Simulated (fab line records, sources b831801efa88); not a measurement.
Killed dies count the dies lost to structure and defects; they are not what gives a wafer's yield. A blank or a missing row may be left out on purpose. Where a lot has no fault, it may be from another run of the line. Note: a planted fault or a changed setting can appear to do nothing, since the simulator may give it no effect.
fab line records    flow sky130
[record] lots = 14  wafers = 42  lastDay = 50
route steps=708 shown LDD_HVP@287 POLY_CUT@317 SD_P@330 RES_XHIGH@340
lots that met no fault: taken from a fault-free run of the same line
startH: hours from the record's first day to the start of the lot's first wafer shown    waitH: hours from the lot's prior step to this one    " repeats the value in the row above    L1.1+2: several wafers, shown together as one row    - either no value or no given start    * or withheld: withheld    < > ~ a bound
route shown NAME@n: NAME is a module with steps in the file, n the number in the route of the first one    usual: average and standard deviation across the fault-free wafers    same: alike in all rows    chamber/n: place in a boat    sites: the reading at each site    _std_site: how widely they spread, as a standard deviation    _edge_site: mean of outer sites minus mean of inner sites    radiusMm: for every site, how far away it sits from the centre of the wafer    mask NAME#n: copy n    behind: the most recent tool/chamber to have shaped the wafer    hold: what put the lot on hold/how long, in hours/how the hold closed    device: the n, p or np transistor that did not switch    end of line: at the end of the route, the tests of the same wafers    for a step that has no rows: nothing shown but its recipe    killed: count of dies lost to structure and defects at first sort (not the wafer's yield)    map: a wafer's dies, marking killed ones x, the rest . and places with no die _
set.NAME: the setting that was run; set.NAME@STEP: the one run at that earlier step    model.NAME: the simulator's own value behind a step, which no gauge read
a sample of lots followed through the steps of the route, with each step as a table and each wafer as a row
services: when a tool's chamber went out of use (startH, in hours from the record's first day, below 0 if earlier), for how many hours, and the reason
[[steps]]
[step SKY_LDD_HVP_STRIP_09]
[recipe] chemistry = O2/N2  powerW = 1400  pressureMtorr = 1500  platenTempC = withheld  o2FlowSccm = 3000  n2FlowSccm = 300  overashFraction = 0.5
[usual] chamberPressureMTorr = 1500.0/1.4  drypumpMotorCurrentA = 5.7/0.55  oesProductAu = 0.409/0.005  stripTimeToEndpointS = 4.139/0.015
[same] overashFraction = 0.5
lot.wafer  tool            chamber  startH  waitH  chamberPressureMTorr  drypumpMotorCurrentA  oesProductAu  rfHoursCounterH  stripTimeToEndpointS
L732.1     plasmaAsher-03  1        497.16  0.1    1498.0                5.8                   0.402         7                4.134
L732.3     "               0        "       "      1501.2                5.4                   0.410         -                4.133
L732.4     "               1        "       "      1499.5                5.8                   0.417         -                4.148
L733.1     plasmaAsher-03  1        498.16  0.1    1500.5                5.8                   0.409         7                4.151
L733.2     "               0        "       "      1500.3                5.5                   0.404         7                4.161
L733.5     "               1        "       "      1500.3                5.9                   0.416         -                4.125
L734.1     plasmaAsher-03  0        516.19  0.1    1499.7                5.5                   0.404         9                4.138
L734.4     "               1        "       "      1497.5                5.8                   0.406         -                4.133
L734.5     "               0        "       "      1497.2                5.4                   0.411         -                4.128
L735.1     plasmaAsher-02  1        524.94  0.1    1501.0                4.8                   0.409         87               4.134
L735.4     "               0        "       "      1499.9                6.1                   0.411         -                4.136
L735.6     "               0        "       "      1500.9                6.1                   0.413         -                4.133
L738.3     plasmaAsher-03  1        547.36  0.1    1498.8                5.8                   0.410         -                4.154
L738.4     "               0        "       "      1501.2                5.4                   0.419         -                4.124
L738.6     "               0        "       "      1499.7                5.4                   0.409         -                4.133
L740.3     plasmaAsher-02  0        575.24  0.1    1501.4                6.1                   0.409         -                4.142
L740.4     "               1        "       "      1500.1                4.8                   0.411         -                4.149
L740.6     "               1        "       "      1498.5                4.8                   0.417         -                4.154
L742.2     plasmaAsher-04  0        586.91  0.1    1498.9                6.4                   0.401         67               4.135
L742.3     "               1        "       "      1498.1                6.2                   0.411         -                4.131
L742.5     "               0        "       "      1500.5                6.4                   0.410         -                4.140
L743.1     plasmaAsher-04  0        599.58  0.1    1499.3                6.3                   0.414         69               4.139
L743.2     "               1        "       "      1500.6                6.2                   0.399         69               4.171
L743.6     "               1        "       "      1499.7                6.2                   0.403         -                4.132
L745.3     plasmaAsher-04  0        614.22  0.1    1502.5                6.4                   0.410         -                4.137
L745.4     "               1        "       "      1501.7                6.2                   0.405         -                4.161
L745.6     "               0        "       "      1501.0                6.3                   0.420         -                4.168
L748.1     plasmaAsher-02  0        633.43  0.1    1499.7                6.1                   0.413         97               4.131
L748.2     "               1        "       "      1499.7                4.8                   0.403         97               4.141
L748.6     "               0        "       "      1497.1                6.1                   0.409         -                4.144
L750.1     plasmaAsher-03  0        653.81  0.1    1501.0                5.4                   0.404         22               4.149
L750.4     "               1        "       "      1501.0                5.9                   0.400         -                4.164
L750.6     "               0        "       "      1497.3                5.5                   0.408         -                4.140
L751.1     plasmaAsher-04  0        661.18  0.1    1498.5                6.4                   0.404         75               4.123
L751.3     "               1        "       "      1500.4                6.2                   0.422         -                4.148
L751.6     "               0        "       "      1501.0                6.4                   0.408         -                4.159
L754.3     plasmaAsher-03  1        677.47  0.1    1498.5                5.8                   0.403         -                4.133
L754.4     "               0        "       "      1499.7                5.5                   0.409         -                4.121
L754.6     "               1        "       "      1502.1                5.8                   0.410         -                4.125
L755.2     plasmaAsher-02  1        687.41  0.1    1498.6                4.7                   0.407         103              4.117
L755.3     "               1        "       "      1501.0                4.8                   0.407         -                4.108
L755.5     "               1        "       "      1499.9                4.7                   0.410         -                4.139
[step SKY_POLY_CUT_ETCH_10]
[recipe] chemistry = N2/H2  target = BARC  ionEnergyEv = 200  sourceW = 500  biasW = 100  pressureMtorr = 30  n2FlowSccm = 100  h2FlowSccm = 200  stopOn = SiO2  timeS = 45.9  targetDepthA = 600
[usual] drypumpMotorCurrentA = 5.6/0.43  oesProductAu = 0.855/0.0048  throttleValvePct = 13.225/0.009
lot.wafer  tool        chamber  startH  waitH  drypumpMotorCurrentA  oesProductAu  rfHoursCounterH  throttleValvePct
L732.1     rieDiel-03  3        560.77  0.0    5.1                   0.855         52               13.225
L732.3     "           0        "       "      5.3                   0.853         1                13.225
L732.4     "           1        "       "      6.2                   0.861         10               13.230
L733.1     rieDiel-02  0        561.86  0.0    5.3                   0.849         23               13.240
L733.2     "           2        "       "      5.3                   0.847         52               13.236
L733.5     "           1        "       "      5.9                   0.849         -                13.228
L734.1     rieDiel-02  1        578.88  0.0    6.0                   0.855         11               13.212
L734.4     "           2        "       "      5.3                   0.855         52               13.214
L734.5     "           2        "       "      5.3                   0.856         -                13.217
L735.1     rieDiel-01  3        587.23  0.0    5.7                   0.853         56               13.228
L735.4     "           1        "       "      5.2                   0.864         12               13.221
L735.6     "           1        "       "      5.3                   0.861         -                13.216
L738.3     rieDiel-03  3        608.83  0.0    5.1                   0.862         53               13.223
L738.4     "           2        "       "      6.1                   0.856         10               13.228
L738.6     "           2        "       "      6.1                   0.859         -                13.226
L740.3     rieDiel-02  0        637.48  0.0    5.3                   0.847         25               13.228
L740.4     "           1        "       "      6.0                   0.863         12               13.213
L740.6     "           2        "       "      5.3                   0.851         -                13.217
L742.2     rieDiel-01  0        647.38  0.0    5.8                   0.862         1                13.218
L742.3     "           2        "       "      6.3                   0.858         36               13.229
L742.5     "           0        "       "      5.8                   0.844         -                13.226
L743.1     rieDiel-02  2        660.76  0.0    5.3                   0.855         54               13.228
L743.2     "           0        "       "      5.3                   0.852         26               13.225
L743.6     "           2        "       "      5.3                   0.861         -                13.227
L745.3     rieDiel-02  2        673.67  0.0    5.3                   0.847         54               13.235
L745.4     "           3        "       "      5.2                   0.856         35               13.221
L745.6     "           2        "       "      5.3                   0.858         -                13.218
L748.1     rieDiel-01  1        693.17  0.0    5.2                   0.850         14               13.234
L748.2     "           2        "       "      6.4                   0.855         37               13.216
L748.6     "           1        "       "      5.3                   0.862         -                13.231
L750.1     rieDiel-01  2        712.46  0.0    6.3                   0.864         38               13.230
L750.4     "           3        "       "      5.7                   0.849         -                13.219
L750.6     "           2        "       "      6.3                   0.859         -                13.222
L751.1     rieDiel-01  3        720.58  0.0    5.7                   0.849         0                13.226
L751.3     "           1        "       "      5.2                   0.868         15               13.215
L751.6     "           3        "       "      5.6                   0.857         -                13.216
L754.3     rieDiel-03  0        733.31  0.0    5.3                   0.850         6                13.223
L754.4     "           3        "       "      5.1                   0.853         0                13.217
L754.6     "           1        "       "      6.3                   0.854         -                13.231
L755.2     rieDiel-02  3        745.36  0.0    5.2                   0.854         36               13.226
L755.3     "           0        "       "      5.3                   0.855         28               13.225
L755.5     "           3        "       "      5.2                   0.857         -                13.219
[step SKY_POLY_CUT_STRIP_12]
[recipe] chemistry = O2/N2  powerW = 1400  pressureMtorr = 1500  platenTempC = withheld  o2FlowSccm = 3000  n2FlowSccm = 300  overashFraction = 0.5
[usual] chamberPressureMTorr = 1499.9/1.3  drypumpMotorCurrentA = 5.6/0.64  oesProductAu = 0.452/0.0042  stripTimeToEndpointS = 5.359/0.019
[same] overashFraction = 0.5
lot.wafer  tool            chamber  startH  waitH  chamberPressureMTorr  drypumpMotorCurrentA  oesProductAu  rfHoursCounterH  stripTimeToEndpointS
L732.1     plasmaAsher-03  0        560.85  0.0    1498.8                5.5                   0.458         13               5.347
L732.3     "               1        "       "      1500.9                5.8                   0.445         -                5.333
L732.4     "               0        "       "      1501.3                5.5                   0.449         -                5.330
L733.1     plasmaAsher-02  0        561.94  0.0    1498.7                6.0                   0.446         90               5.372
L733.2     "               1        "       "      1503.0                4.8                   0.447         90               5.341
L733.5     "               0        "       "      1500.0                6.1                   0.451         -                5.342
L734.1     plasmaAsher-02  0        578.96  0.0    1501.2                6.1                   0.445         92               5.345
L734.4     "               1        "       "      1500.0                4.7                   0.452         -                5.358
L734.5     "               0        "       "      1501.2                6.1                   0.444         -                5.372
L735.1     plasmaAsher-03  0        587.31  0.0    1499.8                5.4                   0.456         16               5.384
L735.4     "               0        "       "      1500.4                5.4                   0.444         -                5.391
L735.6     "               0        "       "      1501.5                5.5                   0.452         -                5.372
L738.3     plasmaAsher-03  0        608.95  0.1    1500.4                5.4                   0.455         -                5.366
L738.4     "               1        "       "      1500.5                5.9                   0.448         -                5.367
L738.6     "               0        "       "      1499.7                5.4                   0.452         -                5.350
L740.3     plasmaAsher-01  1        637.60  0.1    1500.3                5.1                   0.453         -                5.365
L740.4     "               0        "       "      1501.6                6.5                   0.446         -                5.361
L740.6     "               1        "       "      1498.8                5.1                   0.455         -                5.371
L742.2     plasmaAsher-01  1        647.46  0.0    1501.5                5.1                   0.454         55               5.389
L742.3     "               0        "       "      1499.8                6.6                   0.449         -                5.367
L742.5     "               0        "       "      1499.2                6.5                   0.451         -                5.365
L743.1     plasmaAsher-01  1        660.84  0.0    1498.8                5.1                   0.455         56               5.330
L743.2     "               0        "       "      1500.6                6.5                   0.454         56               5.350
L743.6     "               1        "       "      1497.2                5.0                   0.457         -                5.358
L745.3     plasmaAsher-02  0        673.78  0.1    1499.5                6.1                   0.451         -                5.341
L745.4     "               1        "       "      1500.7                4.7                   0.461         -                5.355
L745.6     "               1        "       "      1503.7                4.8                   0.458         -                5.360
L748.1     plasmaAsher-03  0        693.29  0.0    1498.6                5.4                   0.452         26               5.373
L748.2     "               1        "       "      1498.7                5.8                   0.459         26               5.362
L748.6     "               0        "       "      1499.5                5.4                   0.453         -                5.348
L750.1     plasmaAsher-02  0        712.54  0.0    1499.7                6.1                   0.447         105              5.334
L750.4     "               0        "       "      1500.1                6.1                   0.459         -                5.374
L750.6     "               1        "       "      1502.2                4.7                   0.454         -                5.349
L751.1     plasmaAsher-02  1        720.66  0.0    1497.8                4.8                   0.455         106              5.383
L751.3     "               0        "       "      1501.8                6.1                   0.459         -                5.371
L751.6     "               1        "       "      1499.1                4.8                   0.456         -                5.375
L754.3     plasmaAsher-01  1        733.42  0.1    1498.2                5.1                   0.456         -                5.375
L754.4     "               0        "       "      1499.8                6.5                   0.453         -                5.363
L754.6     "               0        "       "      1498.8                6.6                   0.457         -                5.367
L755.2     plasmaAsher-02  0        745.44  0.0    1498.1                6.1                   0.455         0                5.376
L755.3     "               1        "       "      1502.7                4.7                   0.458         -                5.372
L755.5     "               1        "       "      1498.5                4.7                   0.448         -                5.340
[step SKY_SD_P_STRIP_10]
[recipe] chemistry = O2/N2  powerW = 1400  pressureMtorr = 1500  platenTempC = withheld  o2FlowSccm = 3000  n2FlowSccm = 300  overashFraction = 0.5
[usual] chamberPressureMTorr = 1500.0/1.4  drypumpMotorCurrentA = 6.0/0.49  oesProductAu = 0.617/0.0047  overashFraction = 0.5/0  stripTimeToEndpointS = 17.49/0.05
lot.wafer  tool            chamber  startH  waitH  chamberPressureMTorr  drypumpMotorCurrentA  oesProductAu  overashFraction  rfHoursCounterH  stripTimeToEndpointS
L732.1     plasmaAsher-03  1        591.06  0.1    1501.3                5.8                   0.615         0.5              16               17.56
L732.3     "               1        "       "      1500.6                5.8                   0.616         0.5              -                17.53
L732.4     "               0        "       "      1500.5                5.5                   0.617         0.5              -                17.56
L733.1     plasmaAsher-03  1        592.27  0.1    1502.1                5.8                   0.613         0.5              16               17.54
L733.2     "               0        "       "      1501.2                5.5                   0.617         0.5              16               17.56
L733.5     "               1        "       "      1499.7                5.8                   0.602         0.5              -                17.54
L734.1     plasmaAsher-03  0        608.28  0.1    1500.5                5.5                   0.617         0.5              18               17.57
L734.4     "               1        "       "      1501.3                5.8                   0.620         0.5              -                17.56
L734.5     "               1        "       "      1500.0                5.8                   0.613         0.5              -                17.59
L735.1     plasmaAsher-01  0        616.63  0.1    1499.7                6.5                   0.612         0.5              51               17.53
L735.4     "               1        "       "      1501.1                5.0                   0.612         0.5              -                17.51
L735.6     "               1        "       "      1500.6                5.1                   0.608         0.5              -                17.53
L738.3     plasmaAsher-04  1        637.70  0.1    1501.6                6.2                   0.615         0.5              -                17.52
L738.4     "               0        "       "      1501.6                6.4                   0.620         0.5              -                17.49
L738.6     "               0        "       "      1501.2                6.4                   0.606         0.5              -                17.52
L740.3     plasmaAsher-01  0        666.44  0.1    1496.3                6.5                   0.620         0.5              -                17.55
L740.4     "               1        "       "      1501.6                5.0                   0.615         0.5              -                17.57
L740.6     "               1        "       "      1496.5                5.1                   0.615         0.5              -                17.55
L742.2     plasmaAsher-03  1        676.16  0.1    -                     -                     -             -                -                -
L742.3     "               1        "       "      -                     -                     -             -                -                -
L742.5     "               0        "       "      -                     -                     -             -                -                -
L743.1     plasmaAsher-03  1        689.52  0.1    -                     -                     -             -                -                -
L743.2     "               0        "       "      -                     -                     -             -                -                -
L743.6     "               1        "       "      -                     -                     -             -                -                -
L745.3     plasmaAsher-01  0        702.10  0.1    1498.4                6.5                   0.611         0.5              -                17.41
L745.4     "               1        "       "      1499.0                5.1                   0.616         0.5              -                17.45
L745.6     "               1        "       "      1500.9                5.1                   0.617         0.5              -                17.44
L748.1     plasmaAsher-04  0        720.80  0.1    1500.6                6.4                   0.622         0.5              81               17.46
L748.2     "               1        "       "      1501.4                6.2                   0.631         0.5              81               17.43
L748.6     "               0        "       "      1503.4                6.4                   0.624         0.5              -                17.41
L750.1     plasmaAsher-03  1        740.30  0.1    1500.6                5.9                   0.618         0.5              31               17.47
L750.4     "               1        "       "      1501.6                5.8                   0.613         0.5              -                17.47
L750.6     "               1        "       "      1499.6                5.9                   0.617         0.5              -                17.43
L751.1     plasmaAsher-04  0        746.90  0.1    1502.5                6.4                   0.625         0.5              84               17.49
L751.3     "               0        "       "      1499.9                6.4                   0.617         0.5              -                17.51
L751.6     "               0        "       "      1501.7                6.4                   0.618         0.5              -                17.52
L754.3     plasmaAsher-04  0        760.38  0.1    1501.4                6.4                   0.626         0.5              -                17.53
L754.4     "               1        "       "      1499.1                6.2                   0.617         0.5              -                17.57
L754.6     "               1        "       "      1498.6                6.2                   0.622         0.5              -                17.54
L755.2     plasmaAsher-03  0        772.72  0.1    1498.6                5.4                   0.619         0.5              34               17.51
L755.3     "               0        "       "      1502.1                5.5                   0.616         0.5              -                17.45
L755.5     "               0        "       "      1499.2                5.5                   0.618         0.5              -                17.50
[step SKY_RES_XHIGH_STRIP_08]
[recipe] chemistry = O2/N2  powerW = 1400  pressureMtorr = 1500  platenTempC = withheld  o2FlowSccm = 3000  n2FlowSccm = 300  overashFraction = 0.5
[usual] chamberPressureMTorr = 1500.0/1.3  drypumpMotorCurrentA = 5.8/0.52  oesProductAu = 0.712/0.0041  stripTimeToEndpointS = 14.29/0.049
[same] overashFraction = 0.5
lot.wafer  tool            chamber  startH  waitH  chamberPressureMTorr  drypumpMotorCurrentA  oesProductAu  rfHoursCounterH  stripTimeToEndpointS
L732.1     plasmaAsher-03  0        619.37  0.1    1500.9                5.5                   0.721         19               14.35
L732.3     "               1        "       "      1500.2                5.8                   0.711         -                14.30
L732.4     "               0        "       "      1500.7                5.5                   0.720         -                14.34
L733.1     plasmaAsher-04  1        620.60  0.1    1499.1                6.2                   0.706         71               14.27
L733.2     "               0        "       "      1500.0                6.4                   0.716         71               14.29
L733.5     "               1        "       "      1500.9                6.2                   0.710         -                14.32
L734.1     plasmaAsher-03  1        636.94  0.1    1500.6                5.8                   0.710         20               14.27
L734.4     "               1        "       "      1502.3                5.8                   0.711         -                14.33
L734.5     "               1        "       "      1500.6                5.8                   0.716         -                14.33
L735.1     plasmaAsher-02  0        645.29  0.1    1498.1                6.0                   0.709         99               14.36
L735.4     "               0        "       "      1501.1                6.0                   0.716         -                14.37
L735.6     "               1        "       "      1500.0                4.8                   0.712         -                14.37
L738.3     plasmaAsher-02  1        666.16  0.1    1499.9                4.7                   0.710         -                14.27
L738.4     "               0        "       "      1502.4                6.1                   0.713         -                14.28
L738.6     "               1        "       "      1499.9                4.7                   0.715         -                14.26
L740.3     plasmaAsher-03  1        694.74  0.1    1499.7                5.8                   0.719         -                14.27
L740.4     "               0        "       "      1499.6                5.4                   0.710         -                14.26
L740.6     "               0        "       "      1500.1                5.5                   0.710         -                14.24
L742.2     plasmaAsher-04  1        703.70  0.1    1500.0                6.2                   0.724         79               31.47
L742.3     "               1        "       "      1500.2                6.2                   0.717         -                31.44
L742.5     "               0        "       "      1501.6                6.3                   0.713         -                31.42
L743.1     plasmaAsher-03  1        717.59  0.1    1501.5                5.8                   0.716         28               31.16
L743.2     "               0        "       "      1499.7                5.4                   0.712         28               31.16
L743.6     "               0        "       "      1497.5                5.4                   0.720         -                31.22
L745.3     plasmaAsher-03  0        730.54  0.1    1502.4                5.5                   0.708         -                14.20
L745.4     "               1        "       "      1500.4                5.8                   0.716         -                14.23
L745.6     "               0        "       "      1502.0                5.5                   0.710         -                14.30
L748.1     plasmaAsher-02  0        747.04  0.1    1499.9                6.1                   0.716         0                14.28
L748.2     "               1        "       "      1498.5                4.8                   0.710         0                14.25
L748.6     "               0        "       "      1501.5                6.1                   0.715         -                14.25
L750.1     plasmaAsher-04  0        767.54  0.1    1500.7                6.4                   0.712         85               14.33
L750.4     "               0        "       "      1498.9                6.4                   0.710         -                14.33
L750.6     "               1        "       "      1501.0                6.2                   0.712         -                14.34
L751.1     plasmaAsher-02  1        773.67  0.1    1501.7                4.8                   0.722         3                14.33
L751.3     "               0        "       "      1499.8                6.1                   0.718         -                14.30
L751.6     "               1        "       "      1498.1                4.8                   0.710         -                14.33
L754.3     plasmaAsher-03  0        786.96  0.1    1500.1                5.4                   0.708         -                14.22
L754.4     "               1        "       "      1497.9                5.8                   0.713         -                14.23
L754.6     "               0        "       "      1500.3                5.4                   0.713         -                14.22
L755.2     plasmaAsher-02  1        798.80  0.1    1499.9                4.8                   0.713         6                14.23
L755.3     "               1        "       "      1498.8                4.8                   0.713         -                14.25
L755.5     "               1        "       "      1498.4                4.7                   0.710         -                14.25
[step SKY_RES_XHIGH_TW_MEAS_09]
[usual] RES_XHIGH_TW = 1624/11
lot.wafer  tool          chamber  startH  waitH  RES_XHIGH_TW
L732.1     filmMetro-02  -        619.47  0.1    1613
L732.3     "             -        "       "      1615
L732.4     "             -        "       "      1612
L733.1     filmMetro-02  -        620.70  0.1    1603
L733.2     "             -        "       "      1612
L733.5     "             -        "       "      1613
L734.1     filmMetro-02  -        637.04  0.1    1622
L734.4     "             -        "       "      1612
L734.5     "             -        "       "      1621
L735.1     filmMetro-04  -        645.39  0.1    1617
L735.4     "             -        "       "      1630
L735.6     "             -        "       "      1628
L738.3     filmMetro-01  -        666.24  0.1    1618
L738.4     "             -        "       "      1618
L738.6     "             -        "       "      1612
L740.3     filmMetro-04  -        694.82  0.1    1641
L740.4     "             -        "       "      1642
L740.6     "             -        "       "      1648
L742.2     filmMetro-04  -        703.81  0.1    30
L742.3     "             -        "       "      30
L742.5     "             -        "       "      30
L743.1     filmMetro-02  -        717.69  0.1    30
L743.2     "             -        "       "      30
L743.6     "             -        "       "      30
L745.3     filmMetro-02  -        730.62  0.1    1616
L745.4     "             -        "       "      1621
L745.6     "             -        "       "      1618
L748.1     filmMetro-04  -        747.14  0.1    1643
L748.2     "             -        "       "      1637
L748.6     "             -        "       "      1640
L750.1     filmMetro-04  -        767.64  0.1    1648
L750.4     "             -        "       "      1633
L750.6     "             -        "       "      1643
L751.1     filmMetro-01  -        773.77  0.1    1614
L751.3     "             -        "       "      1630
L751.6     "             -        "       "      1619
L754.3     filmMetro-04  -        787.05  0.1    1640
L754.4     "             -        "       "      1627
L754.6     "             -        "       "      1642
L755.2     filmMetro-01  -        798.91  0.1    1633
L755.3     "             -        "       "      1626
L755.5     "             -        "       "      1630
[[services]]
tool            chamber  startH  hours  kind
rieDiel-03      3        478.72  16.9   repair
rieDiel-01      -        490.17  71.9   repair
rieDiel-03      2        499.63  2.6    repair
plasmaAsher-01  -        510.23  1.9    repair
rieDiel-03      0        514.69  16.2   repair
plasmaAsher-03  -        525.57  2.8    pm
rieDiel-02      -        535.45  0.4    repair
plasmaAsher-04  -        538.56  1.7    repair
plasmaAsher-03  -        562.99  1.2    repair
plasmaAsher-02  -        571.81  1.7    repair
rieDiel-02      3        678.37  3.5    repair
rieDiel-01      0        684.28  77.1   repair
rieDiel-02      2        685.13  2.8    repair
rieDiel-02      0        692.49  4.5    repair
rieDiel-01      3        700.72  7.2    repair
plasmaAsher-02  -        733.75  9.0    pm
plasmaAsher-02  0        733.75  9.0    ventCycle
plasmaAsher-02  1        733.75  9.0    ventCycle
rieDiel-02      -        738.04  1.3    repair
plasmaAsher-02  0        742.75  -      clean
plasmaAsher-04  -        756.21  0.7    repair
plasmaAsher-04  -        774.22  2.0    repair
plasmaAsher-04  -        779.55  1.2    repair
rieDiel-02      -        788.04  15.6   pm
[[key]]
[firstSign] step = SKY_SD_P_STRIP_10  reading = toolRecord  direction = missing
[effect] step = SKY_RES_XHIGH_STRIP_08  reading = stripTimeToEndpointS  direction = up  sigmas = 99+  usual = *  struck = *
[effect] step = SKY_RES_XHIGH_TW_MEAS_09  reading = RES_XHIGH_TW  direction = down  sigmas = 99+  usual = 1624  struck = 30
metAt SKY_SD_P_STRIP_10
struckLots L742,L743
sortLeftOut L742.2,L742.3,L742.5,L743.1,L743.2,L743.6
testerLeftOut L742,L743
notActingAt SKY_LDD_HVP_STRIP_09,SKY_POLY_CUT_ETCH_10,SKY_POLY_CUT_STRIP_12
onsetBetween 608.28 676.16
[fault] kind = skippedStepWhole  tool = plasmaAsher-03  chamber = -  onsetH = 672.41  steps = SKY_SD_P_STRIP_10  scope = struckLotsOnly
// testerLeftOut: of these lots the tester's yield and bins aren't shown, on N5 and GAA mostly nor the transistor test; their killed dies are dies lost to structure and defects alone, not to doping, threshold or leakage, so they don't give the yield
// sortLeftOut: the simulated sort isn't trusted on such a fault, so these wafers' sort isn't shown, and their yield isn't known
